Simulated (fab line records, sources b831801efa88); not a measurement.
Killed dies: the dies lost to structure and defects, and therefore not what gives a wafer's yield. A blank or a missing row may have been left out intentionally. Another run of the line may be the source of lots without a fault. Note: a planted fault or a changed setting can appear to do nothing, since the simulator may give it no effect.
fab line records | flow gf180mcu | part 1 of 2: steps 1 to 28 of 40
[record] lots = 5 wafers = 15 last_day = 34
route steps=602 shown V5@559 TOP_METAL@567 PASSIVATION@587
lots untouched by any fault: they come from a run of this same line in which no faults occurred
start_h: the number of hours between the record's first day and the start of the first shown wafer of the lot | wait_h: hours elapsed since this lot's preceding step | " unchanged from the row above | L1.1+2: one row covering several wafers at once | - either no value or no given start | * or withheld: withheld | < > ~ a bound
route shown NAME@n: NAME is a module with steps in the file, n the number in the route of the first one | usual: mean/standard deviation taken from wafers without a fault | same: alike in all rows | chamber/n: place in a boat | sites: per-site readings | _std_site: their standard deviation | _edge_site: inner sites' mean taken away from outer sites' mean | radius_mm: for every site, how far away it sits from the centre of the wafer | mask NAME#n: copy n | behind: the tool/chamber that last shaped the wafer | hold: what put the lot on hold/how long, in hours/how the hold closed | device: whichever transistor did not switch (one of n, p or np) | end of line: at the end of the route, the tests of the same wafers | a step given without rows: its recipe and nothing more | killed: the dies lost at the first sort to structure and to defects; this is not the yield of the wafer | map: a wafer's dies, x killed, . not, _ none there
set.NAME: the setting that was run; set.NAME@STEP: the one run at that earlier step | model.NAME: the simulator's own value behind a step, which no gauge read
lots seen at some steps along the route; tables by step, rows by wafer
services: when a tool's chamber went out of use (start_h, in hours from the record's first day, below 0 if earlier), for how many hours, and the reason
[[steps]]
[step GF_V5_STRIP_19]
[recipe] chemistry = post_etch_residue_remover time_s = 1200 temp_c = 72.5
// columns lot.wafer tool chamber start_h wait_h
L080.1+5+6 wet_bench-02 0 693.29 0.1
L084.2+5+6 wet_bench-01 2 727.14 0.1
L086.2+4+6 wet_bench-02 1 730.24 0.1
L094.2+3+6 wet_bench-02 1 773.46 0.1
L095.1+2+3 wet_bench-01 1 778.34 0.1
[step GF_V5_CLEAN_20]
[recipe] chemistry = DIW dry = n2_spin
// columns lot.wafer tool chamber start_h wait_h
L080.1+5+6 wet_bench-04 3 693.63 0.0
L084.2+5+6 wet_bench-02 0 727.48 0.0
L086.2+4+6 wet_bench-04 0 730.61 0.0
L094.2+3+6 wet_bench-04 0 773.80 0.0
L095.1+2+3 wet_bench-02 0 778.71 0.0
[step GF_V5_SPUTTER_21]
[recipe] material = Ti target_thk_nm = 15 chamber_pressure_pa = 5 power_w = 2500 substrate_temp_c = 200 time_s = 80.02
[usual] throttle_valve_pct = 29.8/1.1
// columns lot.wafer tool chamber start_h wait_h throttle_valve_pct
L080.1 pvd_sputter-01 - 693.81 0.0 30.8
L080.5 " - " " 30.6
L080.6 " - " " 31.0
L084.2 pvd_sputter-04 - 727.58 0.0 33.2
L084.5 " - " " 29.1
L084.6 " - " " 29.9
L086.2 pvd_sputter-01 - 730.70 0.0 30.6
L086.4 " - " " 30.7
L086.6 " - " " 31.0
L094.2 pvd_sputter-02 - 773.90 0.0 29.5
L094.3 " - " " 28.6
L094.6 " - " " 29.7
L095.1 pvd_sputter-02 - 778.80 0.0 28.6
L095.2 " - " " 29.6
L095.3 " - " " 30.0
[step GF_V5_SPUTTER_22]
[recipe] material = TiN target_thk_nm = 10 chamber_pressure_pa = 5 power_w = 4000 time_s = 40
[usual] throttle_valve_pct = 29.8/1.2
// columns lot.wafer tool chamber start_h wait_h throttle_valve_pct
L080.1 pvd_sputter-01 - 693.87 0.0 30.9
L080.5 " - " " 30.6
L080.6 " - " " 30.9
L084.2 pvd_sputter-04 - 727.64 0.0 33.5
L084.5 " - " " 29.3
L084.6 " - " " 29.9
L086.2 pvd_sputter-01 - 730.76 0.0 30.4
L086.4 " - " " 31.1
L086.6 " - " " 30.9
L094.2 pvd_sputter-02 - 773.96 0.0 29.5
L094.3 " - " " 28.6
L094.6 " - " " 29.6
L095.1 pvd_sputter-02 - 778.86 0.0 28.8
L095.2 " - " " 29.6
L095.3 " - " " 29.7
[step GF_V5_CVD_23]
[recipe] material = W target_thk_nm = 350 time_s = 104.9 temp_c = 400 pressure_torr = 40
[usual] heater_power_outer_w = 554/84 heater_power_w = 902/130
// columns lot.wafer tool chamber start_h wait_h heater_power_outer_w heater_power_w
L080.1 cvd_w-02 1 693.91 0.0 582 927
L080.5 " 0 " " 511 839
L080.6 " 1 " " 590 905
L084.2 cvd_w-01 1 727.68 0.0 658 1092
L084.5 " 0 " " 453 773
L084.6 " 1 " " 664 1094
L086.2 cvd_w-01 0 730.80 0.0 437 757
L086.4 " 1 " " 653 1050
L086.6 " 1 " " 673 1101
L094.2 cvd_w-01 1 774.00 0.0 669 1114
L094.3 " 1 " " 653 1103
L094.6 " 0 " " 438 767
L095.1 cvd_w-02 1 778.90 0.0 607 927
L095.2 " 0 " " 512 846
L095.3 " 1 " " 576 934
[step GF_V5_RS_MEAS_24]
[recipe] thk_meas_gauge = four-point-probe reads = W_of_V5_CVD_23+TiN_of_V5_SPUTTER_22+Ti_of_V5_SPUTTER_21
[usual] V5_W_RS = 0.330/0.0049
// columns lot.wafer tool chamber start_h wait_h V5_W_RS[ohm/sq]
L080.1 film_metro-01 - 694.02 0.1 0.337
L080.5 " - " " 0.328
L080.6 " - " " 0.332
L084.2 film_metro-01 - 727.81 0.1 0.329
L084.5 " - " " 0.329
L084.6 " - " " 0.327
L086.2 film_metro-03 - 730.93 0.1 0.334
L086.4 " - " " 0.329
L086.6 " - " " 0.324
L094.2 film_metro-02 - 774.17 0.1 0.323
L094.3 " - " " 0.323
L094.6 " - " " 0.329
L095.1 film_metro-03 - 779.01 0.1 0.332
L095.2 " - " " 0.327
L095.3 " - " " 0.331
[step GF_V5_THK_MEAS_25]
[recipe] thk_meas_gauge = xrf reads = W_of_V5_CVD_23
[usual] V5_W_THK = 359/6.6
// columns lot.wafer tool chamber start_h wait_h V5_W_THK[nm]
L080.1 film_metro-01 - 694.14 0.1 358
L080.5 " - " " 368
L080.6 " - " " 364
L084.2 film_metro-01 - 727.92 0.1 368
L084.5 " - " " 364
L084.6 " - " " 368
L086.2 film_metro-03 - 731.04 0.1 353
L086.4 " - " " 357
L086.6 " - " " 363
L094.2 film_metro-02 - 774.28 0.1 363
L094.3 " - " " 363
L094.6 " - " " 355
L095.1 film_metro-03 - 779.13 0.1 356
L095.2 " - " " 364
L095.3 " - " " 356
[step GF_V5_CMP_26]
[recipe] stop_on = SiO2 down_force_psi = 3.5 platen_rpm = 60 t_overpolish_s = 15 target_thk_nm = 0 pad_velocity_m_s = 0.94248
[usual] motor_current_A = 10.6/0.86 overpolish_run_s = 15.002/0.0088 slurry_flow_ml_min = 150.0/0.44 time_to_endpoint_s = 82/3.3
// columns lot.wafer tool chamber start_h wait_h motor_current_A overpolish_run_s slurry_flow_ml_min time_to_endpoint_s
L080.1 cmp-02 2 694.30 0.1 10.4 15.001 150.3 82
L080.5 " 0 " " 11.1 14.994 150.3 87
L080.6 " 1 " " 12.1 14.992 150.2 86
L084.2 cmp-01 3 728.02 0.1 10.2 15.024 150.2 79
L084.6 " 2 " " 9.7 14.978 149.9 85
L084.5 " 3 " " 11.2 15.002 149.3 76
L086.2 cmp-01 3 731.09 0.0 10.5 14.991 149.1 79
L086.4 " 0 " " 9.0 15.004 149.4 82
L086.6 " 3 " " 11.2 15.001 149.7 80
L094.3 cmp-02 0 774.36 0.1 11.0 14.996 150.3 83
L094.2 " 3 " " 11.1 15.008 150.8 81
L094.6 " 0 " " 10.5 15.013 150.2 83
L095.2 cmp-01 1 779.19 0.0 11.5 15.003 150.1 79
L095.3 " 3 " " 10.8 15.005 149.8 76
L095.1 " 0 " " 9.0 15.006 150.1 79
[step GF_TOP_METAL_SPUTTER_00]
[recipe] material = Ti target_thk_nm = 37.5 arriving_ion_energy_ev = 80 substrate_temp_c = 200 chamber_pressure_pa = 2 power_w = 4000 time_s = 150
[usual] throttle_valve_pct = 30.5/1.2
// columns lot.wafer tool chamber start_h wait_h throttle_valve_pct
L080.1 pvd_sputter-04 - 694.50 0.1 29.1
L080.5 " - " " 30.2
L080.6 " - " " 29.0
L084.2 pvd_sputter-01 - 728.27 0.2 30.7
L084.5 " - " " 30.8
L084.6 " - " " 31.0
L086.2 pvd_sputter-01 - 731.39 0.2 30.5
L086.4 " - " " 30.7
L086.6 " - " " 30.6
L094.2 pvd_sputter-04 - 774.66 0.1 33.4
L094.3 " - " " 29.2
L094.6 " - " " 29.1
L095.1 pvd_sputter-04 - 779.52 0.1 33.6
L095.2 " - " " 29.9
L095.3 " - " " 29.0
[step GF_TOP_METAL_SPUTTER_01]
[recipe] material = TiN target_thk_nm = 30 power_w = 6500 time_s = 25 chamber_pressure_pa = 0.4
[usual] throttle_valve_pct = 30.5/1.1
// columns lot.wafer tool chamber start_h wait_h throttle_valve_pct
L080.1 pvd_sputter-04 - 694.60 0.1 29.1
L080.5 " - " " 30.3
L080.6 " - " " 29.2
L084.2 pvd_sputter-01 - 728.37 0.1 30.3
L084.5 " - " " 30.7
L084.6 " - " " 31.0
L086.2 pvd_sputter-01 - 731.49 0.1 30.9
L086.4 " - " " 30.6
L086.6 " - " " 30.3
L094.2 pvd_sputter-04 - 774.76 0.1 33.5
L094.3 " - " " 28.8
L094.6 " - " " 28.9
L095.1 pvd_sputter-04 - 779.62 0.1 33.6
L095.2 " - " " 29.9
L095.3 " - " " 29.1
[step GF_TOP_METAL_SPUTTER_02]
[recipe] material = AlCu target_thk_nm = 900 power_w = 10600 chamber_pressure_pa = 0.3 substrate_temp_c = 250 gas = Ar time_s = 47.82
[usual] throttle_valve_pct = 30.5/1.1
// columns lot.wafer tool chamber start_h wait_h throttle_valve_pct
L080.1 pvd_sputter-04 - 694.64 0.0 29.0
L080.5 " - " " 30.3
L080.6 " - " " 29.4
L084.2 pvd_sputter-01 - 728.40 0.0 30.6
L084.5 " - " " 30.5
L084.6 " - " " 30.8
L086.2 pvd_sputter-01 - 731.52 0.0 30.7
L086.4 " - " " 30.5
L086.6 " - " " 30.5
L094.2 pvd_sputter-04 - 774.79 0.0 33.4
L094.3 " - " " 29.2
L094.6 " - " " 29.0
L095.1 pvd_sputter-04 - 779.65 0.0 33.4
L095.2 " - " " 29.8
L095.3 " - " " 29.0
[step GF_TOP_METAL_SPUTTER_03]
[recipe] material = Ti target_thk_nm = 5 substrate_temp_c = 300 chamber_pressure_pa = 0.3 power_w = 3000 time_s = 3.3
[usual] throttle_valve_pct = 30.5/1.1
// columns lot.wafer tool chamber start_h wait_h throttle_valve_pct
L080.1 pvd_sputter-04 - 694.68 0.0 29.0
L080.5 " - " " 30.1
L080.6 " - " " 29.4
L084.2 pvd_sputter-01 - 728.44 0.0 30.4
L084.5 " - " " 30.6
L084.6 " - " " 30.9
L086.2 pvd_sputter-01 - 731.57 0.0 30.8
L086.4 " - " " 30.5
L086.6 " - " " 30.5
L094.2 pvd_sputter-04 - 774.83 0.0 33.3
L094.3 " - " " 29.1
L094.6 " - " " 29.3
L095.1 pvd_sputter-04 - 779.69 0.0 33.3
L095.2 " - " " 29.7
L095.3 " - " " 29.1
[step GF_TOP_METAL_SPUTTER_04]
[recipe] material = TiN target_thk_nm = 25 power_w = 6500 time_s = 21.71 chamber_pressure_pa = 0.4
[usual] throttle_valve_pct = 30.5/1.1
// columns lot.wafer tool chamber start_h wait_h throttle_valve_pct
L080.1 pvd_sputter-04 - 694.70 0.0 29.2
L080.5 " - " " 29.9
L080.6 " - " " 29.3
L084.2 pvd_sputter-01 - 728.46 0.0 30.7
L084.5 " - " " 30.8
L084.6 " - " " 30.9
L086.2 pvd_sputter-01 - 731.59 0.0 31.0
L086.4 " - " " 30.5
L086.6 " - " " 30.4
L094.2 pvd_sputter-04 - 774.85 0.0 33.4
L094.3 " - " " 29.0
L094.6 " - " " 29.2
L095.1 pvd_sputter-04 - 779.71 0.0 33.1
L095.2 " - " " 29.8
L095.3 " - " " 29.1
[step GF_TOP_METAL_RS_MEAS_05]
[recipe] thk_meas_gauge = four-point-probe reads = TiN_of_TOP_METAL_SPUTTER_04+Ti_of_TOP_METAL_SPUTTER_03+AlCu_of_TOP_METAL_SPUTTER_02+TiN_of_TOP_METAL_SPUTTER_01+Ti_of_TOP_METAL_SPUTTER_00
[usual] TOP_METAL_ALCU_RS = 0.0328/0.0004
// columns lot.wafer tool chamber start_h wait_h TOP_METAL_ALCU_RS[ohm/sq]
L080.1 film_metro-03 - 694.73 0.0 0.0329
L080.5 " - " " 0.0331
L080.6 " - " " 0.0332
L084.2 film_metro-03 - 728.51 0.0 0.0325
L084.5 " - " " 0.0325
L084.6 " - " " 0.0330
L086.2 film_metro-04 - 731.63 0.0 0.0335
L086.4 " - " " 0.0328
L086.6 " - " " 0.0328
L094.2 film_metro-04 - 774.98 0.1 0.0325
L094.3 " - " " 0.0331
L094.6 " - " " 0.0332
L095.1 film_metro-04 - 779.74 0.0 0.0322
L095.2 " - " " 0.0327
L095.3 " - " " 0.0324
[step GF_TOP_METAL_THK_MEAS_06]
[recipe] thk_meas_gauge = xrf reads = AlCu_of_TOP_METAL_SPUTTER_02
[usual] TOP_METAL_ALCU_THK = 915/13
// columns lot.wafer tool chamber start_h wait_h TOP_METAL_ALCU_THK[nm]
L080.1 film_metro-03 - 694.85 0.1 908
L080.5 " - " " 902
L080.6 " - " " 901
L084.2 film_metro-03 - 728.62 0.1 917
L084.5 " - " " 925
L084.6 " - " " 910
L086.2 film_metro-04 - 731.74 0.1 906
L086.4 " - " " 925
L086.6 " - " " 924
L094.2 film_metro-04 - 775.09 0.1 932
L094.3 " - " " 918
L094.6 " - " " 914
L095.1 film_metro-04 - 779.86 0.1 942
L095.2 " - " " 933
L095.3 " - " " 931
[step GF_TOP_METAL_DEHYDRATE_07]
[recipe] temp_c = 200 time_s = 60
// columns lot.wafer tool chamber start_h wait_h
L080.1+5+6 litho_track-02 0 703.87 9.0
L084.2+5+6 litho_track-02 0 737.34 8.7
L086.2+4+6 litho_track-03 0 739.61 7.9
L094.2+3+6 litho_track-01 0 782.11 7.0
L095.1+2+3 litho_track-01 0 787.53 7.7
[step GF_TOP_METAL_HMDS_08]
[recipe] prime_time_s = 60 prime_temp_c = 120
// columns lot.wafer tool chamber start_h wait_h
L080.1+5+6 litho_track-02 0 704.02 0.1
L084.2+5+6 litho_track-02 0 737.49 0.1
L086.2+4+6 litho_track-03 0 739.76 0.1
L094.2+3+6 litho_track-01 0 782.26 0.1
L095.1+2+3 litho_track-01 0 787.68 0.1
[step GF_TOP_METAL_COAT_09]
[recipe] resist = NOVOLAK spin_rpm = 3000 resist_thk_nm = 1500
// columns lot.wafer tool chamber start_h wait_h
L080.1+5+6 litho_track-02 0 704.17 0.1
L084.2+5+6 litho_track-02 0 737.64 0.1
L086.2+4+6 litho_track-03 0 739.91 0.1
L094.2+3+6 litho_track-01 0 782.41 0.1
L095.1+2+3 litho_track-01 0 787.83 0.1
[step GF_TOP_METAL_SOFTBAKE_10]
[recipe] temp_c = 90 time_s = 60 resist = NOVOLAK
// columns lot.wafer tool chamber start_h wait_h
L080.1+5+6 litho_track-02 0 704.32 0.1
L084.2+5+6 litho_track-02 0 737.79 0.1
L086.2+4+6 litho_track-03 0 740.06 0.1
L094.2+3+6 litho_track-01 0 782.56 0.1
L095.1+2+3 litho_track-01 0 787.98 0.1
[step GF_TOP_METAL_EXPOSE_11]
[recipe] mask_id = MetalTop target_cd_nm = 440 na = 0.6 source_shape = conventional sigma_outer = 0.6 dose_mj = 170
[usual] focus_offset_nm = 0.0/0.55
// columns lot.wafer tool chamber start_h wait_h mask focus_offset_nm
L080.1 iline_stepper-01 0 - - MetalTop#0 0.1
L080.5 " 0 " " MetalTop#0 0.6
L080.6 " 0 " " MetalTop#0 0.2
L084.2 iline_stepper-01 0 - - MetalTop#0 -0.3
L084.5 " 0 " " MetalTop#0 -0.1
L084.6 " 0 " " MetalTop#0 -0.4
L086.2 iline_stepper-02 0 - - MetalTop#0 -0.5
L086.4 " 0 " " MetalTop#0 -0.3
L086.6 " 0 " " MetalTop#0 0.4
L094.2 iline_stepper-01 0 - - MetalTop#0 0.4
L094.3 " 0 " " MetalTop#0 0.1
L094.6 " 0 " " MetalTop#0 -0.5
L095.1 iline_stepper-02 0 - - MetalTop#0 0.4
L095.2 " 0 " " MetalTop#0 0.9
L095.3 " 0 " " MetalTop#0 -0.4
[step GF_TOP_METAL_PEB_12]
[recipe] temp_c = withheld time_s = * resist = NOVOLAK
// columns lot.wafer tool chamber start_h wait_h
L080.1+5+6 litho_track-01 0 - -
L084.2+5+6 litho_track-02 0 - -
L086.2+4+6 litho_track-02 0 - -
L094.2+3+6 litho_track-01 0 - -
L095.1+2+3 litho_track-01 0 - -
[step GF_TOP_METAL_DEVELOP_13]
[recipe] develop_time_s = 60 dev_temp_c = 23
// columns lot.wafer tool chamber start_h wait_h
L080.1+5+6 litho_track-01 0 713.29 0.1
L084.2+5+6 litho_track-02 0 746.09 0.1
L086.2+4+6 litho_track-02 0 748.69 0.1
L094.2+3+6 litho_track-01 0 790.36 0.1
L095.1+2+3 litho_track-01 0 795.38 0.1
[step GF_TOP_METAL_CD_MEAS_14]
[recipe] target_cd_nm = 440
[usual] cd_nm = 440.2/2.1
// columns lot.wafer tool chamber start_h wait_h cd_nm
L080.1 cd_sem-02 - 713.44 0.1 441.6
L080.5 " - " " 441.0
L080.6 " - " " 440.0
L084.2 cd_sem-01 - 746.24 0.1 437.5
L084.5 " - " " 438.4
L084.6 " - " " 436.7
L086.2 cd_sem-02 - 748.84 0.1 440.9
L086.4 " - " " 439.9
L086.6 " - " " 437.7
L094.2 cd_sem-02 - 790.50 0.1 440.8
L094.3 " - " " 438.2
L094.6 " - " " 439.8
L095.1 cd_sem-02 - 795.53 0.1 441.8
L095.2 " - " " 441.4
L095.3 " - " " 441.4
[step GF_TOP_METAL_OVL_MEAS_15]
[usual] TOP_METAL_OVL = -0.6/1.3
// columns lot.wafer tool chamber start_h wait_h TOP_METAL_OVL[nm]
L080.1 overlay-01 - 713.56 0.1 0.2
L080.5 " - " " -0.3
L080.6 " - " " 2.0
L084.2 overlay-02 - 746.34 0.1 -1.0
L084.5 " - " " -1.8
L084.6 " - " " -1.8
L086.2 overlay-01 - 748.94 0.1 -2.5
L086.4 " - " " 0.4
L086.6 " - " " 1.0
L094.2 overlay-02 - 790.61 0.1 -1.1
L094.3 " - " " -2.3
L094.6 " - " " -1.1
L095.1 overlay-02 - 795.65 0.1 -0.4
L095.2 " - " " -0.6
L095.3 " - " " 1.2
[step GF_TOP_METAL_METAL_ETCH_16]
[recipe] chemistry = Cl2/BCl3 mask_material = NOVOLAK target_depth_nm = 1077.5 stop_on = SiO2 pressure_mtorr = 8 icp_w = 800 bias_w = 140 Cl2_flow_sccm = 80 bcl3_flow_sccm = 40 time_s = 179.6
[usual] drypump_motor_current_A = 5.7/0.38 oes_product_au = 0.965/0.0066 throttle_valve_pct = 28.257/0.01
// columns lot.wafer tool chamber start_h wait_h drypump_motor_current_A oes_product_au rf_hours_counter_h throttle_valve_pct
L080.1 rie_metal-04 1 713.59 0.0 5.6 0.955 0 28.265
L080.5 " 0 " " 6.1 0.959 - 28.284
L080.6 " 1 " " 5.6 0.963 - 28.261
L084.2 rie_metal-03 0 746.37 0.0 5.8 0.966 8 28.261
L084.5 " 1 " " 5.1 0.969 - 28.247
L084.6 " 0 " " 5.8 0.965 - 28.266
L086.2 rie_metal-03 0 748.97 0.0 5.8 0.963 8 28.257
L086.4 " 0 " " 5.8 0.959 - 28.260
L086.6 " 0 " " 5.8 0.975 - 28.265
L094.2 rie_metal-03 1 790.64 0.0 5.1 0.970 10 28.244
L094.3 " 0 " " 5.8 0.969 - 28.260
L094.6 " 0 " " 5.8 0.961 - 28.250
L095.1 rie_metal-03 0 795.69 0.0 5.8 0.970 11 28.260
L095.2 " 1 " " 5.1 0.967 10 28.254
L095.3 " 1 " " 5.1 0.970 - 28.240
[step GF_TOP_METAL_STRIP_17]
[recipe] chemistry = O2/N2 power_w = 1400 pressure_mtorr = 1500 platen_temp_c = 250 o2_flow_sccm = 3000 n2_flow_sccm = 300 overash_fraction = 0.5
[usual] drypump_motor_current_A = 5.8/0.31 heater_power_w = 319/26 o2_flow_sccm = 3000/9.6 oes_product_au = 0.710/0.0046 platen_temp_c = 250.03/0.17 strip_time_to_endpoint_s = 13.43/0.084
// columns lot.wafer tool chamber start_h wait_h drypump_motor_current_A heater_power_w o2_flow_sccm oes_product_au platen_temp_c rf_hours_counter_h strip_time_to_endpoint_s
L080.1 plasma_asher-01 1 713.77 0.1 5.4 298 3003 0.711 249.91 95 13.32
L080.5 " 1 " " 5.4 307 2998 0.711 250.00 - 13.57
L080.6 " 0 " " 5.9 273 3009 0.716 249.92 - 13.40
L084.2 plasma_asher-03 0 746.55 0.1 6.2 359 2995 0.709 250.08 64 13.30
L084.5 " 0 " " 6.3 348 2995 0.714 249.81 - 13.37
L084.6 " 1 " " 5.2 323 2977 0.710 250.26 - 13.26
L086.2 plasma_asher-01 0 749.15 0.1 5.8 269 3013 0.699 250.17 100 13.40
L086.4 " 1 " " 5.4 301 3001 0.704 249.94 - 13.38
L086.6 " 1 " " 5.4 300 2999 0.706 250.08 - 13.33
L094.2 plasma_asher-03 1 790.81 0.1 5.2 326 3004 0.713 250.11 68 13.49
L094.3 " 1 " " 5.2 344 3002 0.701 249.90 - 13.48
L094.6 " 1 " " 5.2 334 3001 0.704 249.79 - 13.42
L095.1 plasma_asher-01 1 795.86 0.1 5.4 311 3016 0.709 249.95 105 13.41
L095.2 " 0 " " 5.8 274 2990 0.707 249.61 105 13.47
L095.3 " 0 " " 5.8 274 3000 0.712 249.91 - 13.45
[step GF_TOP_METAL_STRIP_18]
[recipe] chemistry = post_etch_residue_remover time_s = 1200 temp_c = 72.5
// columns lot.wafer tool chamber start_h wait_h
L080.1+5+6 wet_bench-02 2 713.87 0.1
L084.2+5+6 wet_bench-03 2 746.65 0.1
L086.2+4+6 wet_bench-02 0 749.25 0.1
L094.2+3+6 wet_bench-02 2 790.91 0.1
L095.1+2+3 wet_bench-02 3 795.96 0.1
[step GF_TOP_METAL_CLEAN_19]
[recipe] chemistry = DIW dry = n2_spin
// columns lot.wafer tool chamber start_h wait_h
L080.1+5+6 wet_bench-01 3 714.24 0.0
L084.2+5+6 wet_bench-02 0 746.99 0.0
L086.2+4+6 wet_bench-03 3 749.59 0.0
L094.2+3+6 wet_bench-03 3 791.26 0.0
L095.1+2+3 wet_bench-01 1 796.31 0.0
